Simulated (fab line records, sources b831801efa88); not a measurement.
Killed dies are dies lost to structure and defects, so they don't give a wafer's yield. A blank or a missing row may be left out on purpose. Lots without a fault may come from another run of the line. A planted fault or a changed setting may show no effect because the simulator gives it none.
Chamber matching | flow gf180mcu | GF_V5_CMP_04 on cmp-02: 4 sister chambers
The step polishes SiO2. 4 wafers are shown with their chamber, then 9 later ones without.

WAFERS WITH THEIR CHAMBER
wafer  | chamber | motor_current_A (A)
L492.6 | 1       | 11.3
L505.3 | 0       | 12.3
L505.4 | 3       | 12.0
L505.5 | 2       | 10.4

WAFERS WITHOUT THEIR CHAMBER
wafer  | motor_current_A (A)
L506.3 | 12.8
L506.4 | 11.9
L506.5 | 12.0
L511.1 | 12.5
L511.2 | 9.8
L511.6 | 12.9
L512.2 | 12.6
L512.4 | 12.1
L512.5 | 10.2

WHICH CHAMBER EACH WENT THROUGH
wafer  | from the rows above          | in truth
L506.3 | can't be placed: 0 or 3      | 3
L506.4 | can't be placed: 3 or 0 or 1 | 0
L506.5 | can't be placed: 3 or 0 or 1 | 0
L511.1 | can't be placed: 0 or 3      | 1
L511.2 | 2                            | 2
L511.6 | can't be placed: 0 or 3      | 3
L512.2 | can't be placed: 0 or 3      | 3
L512.4 | can't be placed: 3 or 0 or 1 | 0
L512.5 | 2                            | 2
Placed correctly: 2 of 9. Can't be placed from these rows: 7 (the true chamber is among the candidates in 6). Placed wrongly: 0.
How it was worked out, from the rows above alone: a wafer's distance from a chamber is the root of the sum, over the readings, of the square of ((its reading less the chamber's mean) divided by the reading's scatter). The wafer belongs to the nearest chamber; if the next one is less than 2 further off, it can't be placed. A chamber's mean is the mean of its shown wafers. The scatter: with one shown wafer a chamber, the root of the mean of the squares of how far each hidden wafer lies from its nearest shown one.
